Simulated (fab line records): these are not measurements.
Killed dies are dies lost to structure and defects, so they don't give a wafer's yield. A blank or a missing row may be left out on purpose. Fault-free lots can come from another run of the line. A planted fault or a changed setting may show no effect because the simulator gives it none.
fab line records	flow sfqLine
record: lots: 6	wafers: 18	lastDay: 95
route steps=325 shown I0@51 M1@58
lots that met no fault: from a run of the same line without faults
startH: hours from the record's first day to the start of the lot's first wafer shown	waitH: time in hours since the lot's previous step	" same as the row above	L1.1+2: a single row standing in for several wafers	- no value, or no start was given	* or withheld: withheld	< > ~ a bound
route shown NAME@n: a module of which the file shows steps, and the number in the route of the first	usual: average and standard deviation across the fault-free wafers	same: alike in all rows	chamber/n: place in a boat	sites: readings site by site	_std_site: their standard deviation	_edge_site: inner sites' mean taken away from outer sites' mean	radiusMm: for every site, how far away it sits from the centre of the wafer	mask NAME#n: copy n	behind: the tool/chamber that last shaped the wafer	hold: reason for holding the lot/hours on hold/outcome of the hold	device: transistor that didn't switch, given as n, p or np	end of line: tests run on the same wafers once the route is complete	step lacking rows: just its recipe	killed: not the wafer's yield, but the dies lost to structure and defects at the first sort	map: dies across one wafer; x = killed, . = not, _ = none there
set.NAME: setting as actually run; set.NAME@STEP: the setting as run at that earlier step	model.NAME: the simulator's own value behind a step, which no gauge read
lots seen at some steps along the route; tables by step, rows by wafer
services: the hour from which a tool's chamber was out of use, counted from the record's first day as startH (under 0 if before that day), plus the number of hours and why
== steps ==
step: SFQ_TRILAYER_I0_VIA_LITHO_PEB_034
recipe: pebTempC: 115	pebTimeS: 60	resist: KrF
step: SFQ_TRILAYER_I0_VIA_LITHO_DEVELOP_033
recipe: timeS: 60	resist: KrF
step: SFQ_I0_OVL_MEAS_908
usual: I0_OVL: 1/6
lot.wafer	tool	chamber	startH	waitH	I0_OVL[nm]
L685.1	overlay-02	-	380.26	0.1	-1
L685.2	"	-	"	"	2
L685.5	"	-	"	"	0
L693.2	overlay-02	-	395.87	0.1	-11
L693.3	"	-	"	"	-5
L693.4	"	-	"	"	-18
L696.3	overlay-01	-	400.67	0.1	6
L696.4	"	-	"	"	3
L696.5	"	-	"	"	7
L700.3	overlay-02	-	449.42	0.1	2
L700.4	"	-	"	"	-2
L700.5	"	-	"	"	9
L704.1	overlay-02	-	490.43	0.1	2
L704.3	"	-	"	"	1
L704.5	"	-	"	"	1
L707.2	overlay-02	-	668.99	0.1	5
L707.4	"	-	"	"	1
L707.5	"	-	"	"	0
step: SFQ_TRILAYER_I0_VIA_BARC_OPEN_VIA_ETCH_046
recipe: maskMaterial: PR	chemistry: O2	targetDepthNm: 125	target: BARC	sourceW: 500	biasW: 80	pressureMtorr: 30	timeS: 41.7
step: SFQ_TRILAYER_I0_VIA_ETCH_VIA_ETCH_034
recipe: target: SiO2	stopOn: Nb	maskMaterial: PR	taperDeg: 20	chemistry: CHF3	targetDepthNm: 260	sourceW: 500	biasW: 80	pressureMtorr: 30	timeS: withheld
usual: drypumpMotorCurrentA: 5.66/0.28	oesProductAu: 0.855/0.0051
lot.wafer	tool	chamber	startH	waitH	drypumpMotorCurrentA	oesProductAu
L685.1	rieDiel-01	0	380.34	0.0	5.37	0.854
L685.2	"	1	"	"	5.28	0.865
L685.5	"	1	"	"	5.28	0.851
L693.2	rieDiel-03	0	395.94	0.0	5.67	0.854
L693.3	"	3	"	"	5.92	0.859
L693.4	"	2	"	"	5.53	0.850
L696.3	rieDiel-01	1	400.74	0.0	5.29	0.853
L696.4	"	0	"	"	5.37	0.861
L696.5	"	1	"	"	5.28	0.860
L700.3	rieDiel-02	1	449.49	0.0	5.87	0.855
L700.4	"	0	"	"	5.60	0.856
L700.5	"	2	"	"	5.11	0.847
L704.1	rieDiel-02	0	490.51	0.0	5.66	0.847
L704.3	"	1	"	"	5.88	0.855
L704.5	"	3	"	"	6.00	0.847
L707.2	rieDiel-03	0	669.06	0.0	5.67	0.855
L707.4	"	0	"	"	5.68	0.847
L707.5	"	3	"	"	5.94	0.857
step: SFQ_TRILAYER_I0_VIA_STRIP_STRIP_035
recipe: gas: O2	powerW: 200	platenTempC: 40	overashFraction: 0.65	chemistry: O2	pressureMtorr: 50
usual: drypumpMotorCurrentA: 5.6/0.33	oesProductAu: 1.004/0.0069
lot.wafer	tool	chamber	startH	waitH	drypumpMotorCurrentA	oesProductAu	rfHoursCounterH
L685.1	rieMetal-03	1	380.45	-	5.3	0.999	6
L685.2	"	0	"	"	5.4	0.999	8
L685.5	"	0	"	"	5.4	1.013	-
L693.2	rieMetal-02	0	396.05	-	5.4	1.006	30
L693.3	"	0	"	"	5.4	0.999	-
L693.4	"	1	"	"	6.2	1.005	-
L696.3	rieMetal-03	1	401.05	-	5.3	0.996	-
L696.4	"	0	"	"	5.4	1.011	-
L696.5	"	1	"	"	5.3	1.020	-
L700.3	rieMetal-03	1	449.80	-	5.3	1.001	-
L700.4	"	0	"	"	5.4	1.004	-
L700.5	"	1	"	"	5.3	0.988	-
L704.1	rieMetal-01	1	490.62	-	5.5	0.996	77
L704.3	"	1	"	"	5.4	0.993	-
L704.5	"	0	"	"	5.9	1.000	-
L707.2	rieMetal-02	0	669.17	-	5.4	1.010	65
L707.4	"	1	"	"	6.2	0.999	-
L707.5	"	0	"	"	5.4	1.005	-
step: SFQ_TRILAYER_I0_VIA_STRIP_SOLV_CLEAN_036
recipe: chemistry: NMP	tempC: 70	timeS: 600
step: SFQ_TRILAYER_M1_DEP_PRE_CLEAN_038
recipe: gas: Ar	timeS: 22.5	biasV: 250
step: SFQ_TRILAYER_M1_DEP_SPUTTER_037
recipe: material: Nb	basePressurePa: 1.33e-06	chamberPressurePa: 0.1333	substrateTempC: 20	resputterCathodeVoltageV: 400	targetThkNm: 200	powerW: 2000	timeS: 133.3
usual: throttleValvePct: 30.1/1.5
lot.wafer	tool	chamber	startH	waitH	throttleValvePct
L685.1	pvdSputter-05	-	381.25	0.0	30.0
L685.2	"	-	"	"	26.9
L685.5	"	-	"	"	31.3
L693.2	pvdSputter-05	-	396.87	0.0	29.6
L693.3	"	-	"	"	30.3
L693.4	"	-	"	"	31.2
L696.3	pvdSputter-04	-	401.65	0.0	30.9
L696.4	"	-	"	"	31.3
L696.5	"	-	"	"	31.2
L700.3	pvdSputter-06	-	450.40	0.0	30.8
L700.4	"	-	"	"	30.0
L700.5	"	-	"	"	29.4
L704.1	pvdSputter-06	-	491.43	0.0	31.0
L704.3	"	-	"	"	29.4
L704.5	"	-	"	"	29.3
L707.2	pvdSputter-06	-	669.98	0.0	30.0
L707.4	"	-	"	"	29.6
L707.5	"	-	"	"	29.4
step: SFQ_M1_RS_MEAS_909
recipe: thkMeasGauge: four-point-probe	reads: Nb_of_TRILAYER_M1_DEP_SPUTTER_037
usual: M1_NB_RS: 0.887/0.0095
lot.wafer	tool	chamber	startH	waitH	M1_NB_RS[ohm/sq]
L685.1	filmMetro-03	-	381.34	0.0	0.888
L685.2	"	-	"	"	0.900
L685.5	"	-	"	"	0.892
L693.2	filmMetro-03	-	396.98	0.1	0.881
L693.3	"	-	"	"	0.876
L693.4	"	-	"	"	0.871
L696.3	filmMetro-02	-	401.78	0.1	0.881
L696.4	"	-	"	"	0.879
L696.5	"	-	"	"	0.877
L700.3	filmMetro-01	-	450.53	0.1	0.890
L700.4	"	-	"	"	0.894
L700.5	"	-	"	"	0.905
L704.1	filmMetro-02	-	491.52	0.0	0.868
L704.3	"	-	"	"	0.893
L704.5	"	-	"	"	0.889
L707.2	filmMetro-01	-	670.09	0.1	0.898
L707.4	"	-	"	"	0.899
L707.5	"	-	"	"	0.904
step: SFQ_TRILAYER_M1_LITHO_COAT_044
recipe: resist: BARC	spinRpm: 3000	resistThkNm: 62
step: SFQ_TRILAYER_M1_LITHO_COAT_039
recipe: resist: KrF	spinRpm: 3000	resistThkNm: 600
usual: spinSpeedRpm: 2999.7/1.9
lot.wafer	tool	chamber	startH	waitH	spinSpeedRpm	model.KrF_of_TRILAYER_M1_LITHO_COAT_039.thkNm
L685.1	lithoTrack-01	0	381.82	0.2	3000.6	602.5
L685.2	"	0	"	"	3001.6	601.8
L685.5	"	0	"	"	2998.8	600.6
L693.2	lithoTrack-01	0	397.49	0.2	2999.5	618
L693.3	"	0	"	"	2997.0	599
L693.4	"	0	"	"	2999.0	598.7
L696.3	lithoTrack-01	0	402.32	0.2	3000.4	599.5
L696.4	"	0	"	"	3003.2	601.6
L696.5	"	0	"	"	3002.3	617.6
L700.3	lithoTrack-03	0	451.07	0.2	3000.9	600
L700.4	"	0	"	"	3001.2	601
L700.5	"	0	"	"	2999.4	601.3
L704.1	lithoTrack-04	0	492.00	0.2	2997.5	601.1
L704.3	"	0	"	"	2997.9	601.6
L704.5	"	0	"	"	2995.5	600.9
L707.2	lithoTrack-01	0	670.60	0.2	2998.0	599
L707.4	"	0	"	"	3000.1	602.3
L707.5	"	0	"	"	2999.8	600.3
step: SFQ_TRILAYER_M1_LITHO_SOFTBAKE_043
recipe: tempC: withheld	timeS: withheld	resist: KrF
step: SFQ_TRILAYER_M1_LITHO_EXPOSE_040
recipe: maskId: M1	na: 0.6	sourceShape: conventional	sigmaOuter: 0.65	targetCdNm: 500	doseMj: 14.4
step: SFQ_TRILAYER_M1_LITHO_PEB_042
recipe: pebTempC: 115	pebTimeS: 60	resist: KrF
step: SFQ_TRILAYER_M1_LITHO_DEVELOP_041
recipe: timeS: 60	resist: KrF
step: SFQ_M1_OVL_MEAS_911
usual: M1_OVL: 2/5
lot.wafer	tool	chamber	startH	waitH	M1_OVL[nm]
L685.1	overlay-01	-	424.92	0.1	1
L685.2	"	-	"	"	10
L685.5	"	-	"	"	7
L693.2	overlay-02	-	440.53	0.1	9
L693.3	"	-	"	"	7
L693.4	"	-	"	"	5
L696.3	overlay-01	-	449.51	0.1	1
L696.4	"	-	"	"	1
L696.5	"	-	"	"	3
L700.3	overlay-01	-	466.47	0.1	9
L700.4	"	-	"	"	10
L700.5	"	-	"	"	1
L704.1	overlay-02	-	511.54	0.1	-3
L704.3	"	-	"	"	6
L704.5	"	-	"	"	4
L707.2	overlay-01	-	816.49	0.1	2
L707.4	"	-	"	"	2
L707.5	"	-	"	"	2
step: SFQ_TRILAYER_M1_BARC_OPEN_METAL_ETCH_054
recipe: maskMaterial: PR	chemistry: O2	targetDepthNm: 125	target: BARC	icpW: 600	biasW: 80	pressureMtorr: 10	timeS: 41.7
usual: drypumpMotorCurrentA: 5.7/0.37	oesProductAu: 0.685/0.0042
lot.wafer	tool	chamber	startH	waitH	drypumpMotorCurrentA	oesProductAu	rfHoursCounterH
L685.1	rieMetal-04	1	424.96	0.0	6.0	0.683	85
L685.2	"	0	"	"	6.2	0.689	55
L685.5	"	0	"	"	6.2	0.688	-
L693.2	rieMetal-04	0	440.56	0.0	6.2	0.688	57
L693.3	"	0	"	"	6.3	0.682	-
L693.4	"	1	"	"	6.1	0.686	-
L696.3	rieMetal-04	1	449.55	0.0	6.1	0.686	-
L696.4	"	0	"	"	6.2	0.690	-
L696.5	"	1	"	"	6.1	0.682	-
L700.3	rieMetal-03	0	466.51	0.0	5.4	0.685	-
L700.4	"	1	"	"	5.3	0.685	-
L700.5	"	1	"	"	5.3	0.692	-
L704.1	rieMetal-01	1	511.58	0.0	5.5	0.682	79
L704.3	"	0	"	"	5.8	0.682	-
L704.5	"	1	"	"	5.5	0.688	-
L707.2	rieMetal-04	0	816.54	0.0	6.2	0.677	-
L707.4	"	0	"	"	6.2	0.678	-
L707.5	"	0	"	"	6.2	0.685	-
step: SFQ_TRILAYER_M1_ETCH_METAL_ETCH_042
recipe: target: Nb	stopOn: SiO2	maskMaterial: PR	chemistry: Cl2/Ar	targetDepthNm: 240	icpW: 600	biasW: 80	pressureMtorr: 10	timeS: 120
usual: drypumpMotorCurrentA: 5.7/0.37	oesProductAu: 0.897/0.0068
lot.wafer	tool	chamber	startH	waitH	drypumpMotorCurrentA	oesProductAu	rfHoursCounterH	model.KrF_of_TRILAYER_M1_LITHO_COAT_039.thkNm
L685.1	rieMetal-04	1	425.02	0.0	6.0	0.895	85	386
L685.2	"	0	"	"	6.2	0.890	56	378.9
L685.5	"	0	"	"	6.2	0.899	-	379.1
L693.2	rieMetal-04	0	440.62	0.0	6.2	0.896	58	394.8
L693.3	"	0	"	"	6.2	0.905	-	376.3
L693.4	"	1	"	"	6.0	0.901	-	381.2
L696.3	rieMetal-04	1	449.63	0.1	6.0	0.894	-	381.5
L696.4	"	0	"	"	6.2	0.900	-	377.9
L696.5	"	1	"	"	6.0	0.900	-	398.9
L700.3	rieMetal-03	0	466.59	0.1	5.3	0.895	-	382.1
L700.4	"	1	"	"	5.3	0.885	-	384.2
L700.5	"	1	"	"	5.3	0.889	-	383
L704.1	rieMetal-01	1	511.66	0.1	5.4	0.902	79	381
L704.3	"	0	"	"	5.9	0.889	-	382.9
L704.5	"	1	"	"	5.5	0.898	-	380.9
L707.2	rieMetal-04	0	816.68	0.1	6.3	0.898	-	376
L707.4	"	0	"	"	6.3	0.889	-	380.7
L707.5	"	0	"	"	6.3	0.889	-	378.1
step: SFQ_TRILAYER_M1_STRIP_STRIP_043
recipe: gas: O2	powerW: 200	platenTempC: 40	overashFraction: 0.65	chemistry: O2	pressureMtorr: 50
usual: drypumpMotorCurrentA: 5.7/0.37	oesProductAu: 1.003/0.0092
lot.wafer	tool	chamber	startH	waitH	drypumpMotorCurrentA	oesProductAu	rfHoursCounterH
L685.1	rieMetal-04	1	425.14	0.1	6.1	0.994	85
L685.2	"	0	"	"	6.2	1.020	56
L685.5	"	0	"	"	6.2	1.017	-
L693.2	rieMetal-04	0	440.74	0.1	6.2	1.003	58
L693.3	"	0	"	"	6.2	1.014	-
L693.4	"	1	"	"	6.1	0.998	-
L696.3	rieMetal-04	1	449.92	0.2	6.1	0.990	-
L696.4	"	0	"	"	6.2	1.004	-
L696.5	"	1	"	"	6.1	0.997	-
L700.3	rieMetal-03	0	466.87	0.2	5.4	1.004	-
L700.4	"	1	"	"	5.3	1.000	-
L700.5	"	1	"	"	5.3	1.006	-
L704.1	rieMetal-01	1	511.83	0.1	5.5	1.010	80
L704.3	"	0	"	"	5.9	0.996	-
L704.5	"	1	"	"	5.5	1.014	-
L707.2	rieMetal-04	0	817.09	0.4	6.2	1.020	-
L707.4	"	0	"	"	6.2	1.026	-
L707.5	"	0	"	"	6.2	1.022	-
== services ==
tool	chamber	startH	hours	kind
rieDiel-01	2	401.77	23.0	repair
rieDiel-03	3	418.70	7.5	repair
rieDiel-01	-	430.77	0.3	repair
rieDiel-01	-	432.58	0.8	repair
rieDiel-02	2	434.89	10.5	repair
rieDiel-03	0	446.79	11.8	repair
rieDiel-03	-	478.38	0.5	repair
rieMetal-03	-	480.36	1.3	repair
rieMetal-01	1	480.73	7.6	repair
rieDiel-02	-	480.76	0.2	repair
rieMetal-03	-	481.62	2.8	pm
rieMetal-03	-	485.71	0.3	repair
rieMetal-04	1	493.02	3.1	repair
rieMetal-03	-	535.82	0.3	repair
rieMetal-03	1	555.94	14.2	repair
pvdSputter-06	-	557.88	0.9	repair
pvdSputter-06	-	564.35	7.4	repair
rieMetal-03	0	618.72	2.1	repair
rieMetal-03	-	647.86	1.4	pm
rieMetal-01	1	654.39	5.0	repair
rieMetal-04	0	657.09	4.5	repair
rieMetal-03	-	695.96	0.4	repair
rieMetal-03	0	704.17	59.2	repair
pvdSputter-06	-	805.42	2.8	repair
== key ==
firstSign none at tools or gauges
modelEffect: step: SFQ_TRILAYER_M1_LITHO_COAT_039	value: KrF_of_TRILAYER_M1_LITHO_COAT_039.thkNm	without: 599.4	struck: 617.8
modelEffect: step: SFQ_TRILAYER_M1_ETCH_METAL_ETCH_042	value: KrF_of_TRILAYER_M1_LITHO_COAT_039.thkNm	without: 378.5	struck: 396.8
metAt SFQ_TRILAYER_M1_LITHO_COAT_039
struckWafers L693.2,L696.5
onsetBetween 381.82 397.49
fault: kind: processParameterDrift	tool: lithoTrack-01	chamber: -	onsetH: 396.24	steps: SFQ_TRILAYER_M1_LITHO_COAT_039	channel: resistThkNm	offset: 18.371	shape: step	endH: 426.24	scope: struckWafersOnly	actsIn: theseRecipesOnly	stated: 600
